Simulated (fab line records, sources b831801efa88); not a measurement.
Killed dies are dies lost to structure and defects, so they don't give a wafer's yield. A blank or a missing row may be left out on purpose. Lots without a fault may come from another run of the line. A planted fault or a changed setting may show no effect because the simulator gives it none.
Which tool did it? | flow gf180mcu | 12 lots, 36 wafers sampled, at 2 steps of a route of 602

WHAT THE GAUGES READ, wafer by wafer
GF_V1_CD_MEAS_14: target cd 260 nm.
lot  | measured     | on        | cd_nm (nm)
L075 | day 18 09:29 | cd_sem-01 | 259.3 258.3 258.9
L077 | day 19 06:17 | cd_sem-01 | 258.5 258.0 257.5
L079 | day 20 03:57 | cd_sem-02 | 261.8 261.7 261.4
L081 | day 21 00:55 | cd_sem-02 | 262.7 262.6 260.5
L083 | day 21 10:47 | cd_sem-01 | 260.4 261.7 260.6
L085 | day 22 10:30 | cd_sem-02 | 261.4 260.9 261.0
L087 | day 22 19:38 | cd_sem-01 | 260.8 261.0 260.4
L089 | day 23 16:33 | cd_sem-01 | 257.9 258.8 257.8
L091 | day 24 07:48 | cd_sem-01 | 260.3 259.7 259.7
L093 | day 24 21:42 | cd_sem-01 | 258.2 259.5 259.8
L095 | day 25 11:25 | cd_sem-02 | 259.0 259.5 260.4
L097 | day 26 11:40 | cd_sem-02 | 260.3 260.4 261.6

WHICH TOOL RAN EACH LOT (tool, then ch and the chambers of the sampled wafers, then the start)
lot  | GF_CONTACT_SPUTTER_22
L075 | pvd_sputter-04, day 16 08:38
L077 | pvd_sputter-04, day 17 04:14
L079 | pvd_sputter-01, day 18 00:58
L081 | pvd_sputter-04, day 18 22:07
L083 | pvd_sputter-03, day 19 08:01
L085 | pvd_sputter-03, day 20 08:59
L087 | pvd_sputter-01, day 20 18:08
L089 | pvd_sputter-03, day 21 15:58
L091 | pvd_sputter-01, day 22 07:43
L093 | pvd_sputter-03, day 22 23:22
L095 | pvd_sputter-01, day 23 13:46
L097 | pvd_sputter-03, day 24 14:07
- GF_CONTACT_SPUTTER_22: material Ti, target thk 15 nm, time 80.02 s.

THE ANSWER, worked out from the rows above alone
Rule: what is usual is taken from the lots themselves. Put in order of their means at a reading, lots are off if they are a third of the lots or fewer, leave a main group of 4 or more, and stand apart from it by a gap of 3 or more times the standard deviation of the main group's means; of several such gaps the widest counts. A main group whose means are all the same, to the digits that the tables above print for the reading, isn't used. A lot without any number at a reading at which 4 lots or more have one is off too. The other lots that the step has rows for count as sound.
No lot is off at any reading shown: from this, nothing can be told.

WHAT THE SIMULATOR HAD PUT IN
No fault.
